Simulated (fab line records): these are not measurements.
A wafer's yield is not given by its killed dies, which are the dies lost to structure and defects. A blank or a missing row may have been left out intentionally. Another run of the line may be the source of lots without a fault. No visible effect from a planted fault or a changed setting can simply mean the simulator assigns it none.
Chamber matching | flow gf180mcu | GF_V1_CMP_04 on cmp-02 has 4 sister chambers
The step polishes SiO2. 4 wafers are shown with their chamber, then 9 later ones without.

WAFERS WITH THEIR CHAMBER
wafer  | chamber | motorCurrentA (A)
L857.6 | 1       | 10.5
L858.1 | 0       | 11.5
L859.1 | 3       | 13.5
L859.4 | 2       | 11.0

WAFERS MISSING THEIR CHAMBER
wafer  | motorCurrentA (A)
L866.3 | 12.5
L866.4 | 13.3
L866.6 | 11.5
L868.1 | 12.0
L868.4 | 12.8
L868.5 | 10.7
L867.2 | 13.8
L867.3 | 11.4
L867.6 | 10.6

THE CHAMBER EACH PASSED THROUGH
wafer  | from the rows above          | in truth
L866.3 | can't be placed: 0 or 3 or 2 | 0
L866.4 | 3                            | 3
L866.6 | can't be placed: 0 or 2      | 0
L868.1 | can't be placed: 0 or 2      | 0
L868.4 | can't be placed: 3 or 0      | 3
L868.5 | can't be placed: 1 or 2 or 0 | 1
L867.2 | 3                            | 3
L867.3 | can't be placed: 0 or 2 or 1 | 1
L867.6 | can't be placed: 1 or 2 or 0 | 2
Placed correctly: 2 of 9. From these rows, 7 cannot be placed; in 7 the true chamber is one of the candidates. Wrongly placed: 0.
How it was worked out, from the rows above alone: a wafer's distance from a chamber is the root of the sum, over the readings, of the square of ((its reading less the chamber's mean) divided by the reading's scatter). If the next closest chamber is less than 2 further off than the closest, the wafer can't be placed; otherwise it belongs to the closest. For every chamber, the mean is computed from those of its wafers that are shown. The scatter (one wafer shown for each chamber): square how far every hidden wafer sits from the nearest shown wafer, average those squares and take the square root.
